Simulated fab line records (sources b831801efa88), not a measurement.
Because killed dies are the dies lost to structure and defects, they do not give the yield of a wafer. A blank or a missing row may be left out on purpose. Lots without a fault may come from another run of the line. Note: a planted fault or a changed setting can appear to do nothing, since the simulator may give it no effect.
Which of the tools did it? -- flow sky130 -- Sampling: 6 lots, 18 wafers, 3 of 708 route steps

## WHAT EACH GAUGE READ, for each wafer
SKY_POLY_CUT_CD_MEAS_08 targets a cd of 270 nm.
lot,measured,on,cd-nm (nm)
L809,day 24 17:04,cd-sem-02,269.1 268.8 268.5
L812,day 26 01:43,cd-sem-02,269.0 268.7 269.5
L817,day 27 20:21,cd-sem-02,269.3 269.5 269.8
L825,day 30 23:25,cd-sem-01,272.4 274.0 273.1
L827,day 31 06:48,cd-sem-02,271.2 273.6 272.1
L830,day 31 23:05,cd-sem-02,270.0 270.0 271.3

## WHAT TOOL EACH LOT RAN ON (gives the tool, then ch and the chambers of the sampled wafers, and finally the start)
lot,SKY_POLY_GATE_ETCH_16,SKY_POLY_CUT_SOFTBAKE_04
L809,"rie-diel-01 ch 0,1, day 16 20:23","litho-track-03 ch 0, day 24 02:00"
L812,"rie-diel-01 ch 1,2, day 18 02:37","litho-track-02 ch 0, day 25 10:00"
L817,"rie-diel-02 ch 0,2,3, day 20 02:34","litho-track-02 ch 0, day 27 05:00"
L825,"rie-diel-03 ch 0,1, day 23 11:34","litho-track-02 ch 0, day 30 09:00"
L827,"rie-diel-03 ch 0,2, day 23 20:16","litho-track-02 ch 0, day 30 17:00"
L830,"rie-diel-01 ch 0,2, day 24 10:49","litho-track-04 ch 0, day 31 09:00"
- SKY_POLY_GATE_ETCH_16: etches Si3N4 in CH3F/O2, stops on poly-Si, time 147.5 s, target depth 75 nm.
- SKY_POLY_CUT_SOFTBAKE_04: time 90 s.

## THE ANSWER, worked out from the rows above alone
Rule: the lots themselves supply what counts as usual. The widest of any qualifying gaps counts: lots, ordered by their means at a reading, are off when they make up no more than a third of the lots, leave a main group of 4 or more, and stand apart from it by 3 or more times the standard deviation of that group's means. A main group is skipped when, at the precision printed for the reading in the tables above, its means are all equal. A lot without any number at a reading at which 4 lots or more have one is off too. Where the step has rows for the other lots, those lots are counted as sound.
Off: L825, L827 (SKY_POLY_CUT_CD_MEAS_08, cd-nm). The main group has a mean of 269.5 nm with a standard deviation of 0.62.
If a tool, at a process step before that reading, ran all the lots that are off and no sound lot after the first of them, it fits. The gauges at SKY_POLY_CUT_CD_MEAS_08 are tried like those tools. Can't be told from this: 2 tools fit, rie-diel-03 at SKY_POLY_GATE_ETCH_16, litho-track-02 at SKY_POLY_CUT_SOFTBAKE_04.

## WHAT THE SIMULATOR HAD PUT IN
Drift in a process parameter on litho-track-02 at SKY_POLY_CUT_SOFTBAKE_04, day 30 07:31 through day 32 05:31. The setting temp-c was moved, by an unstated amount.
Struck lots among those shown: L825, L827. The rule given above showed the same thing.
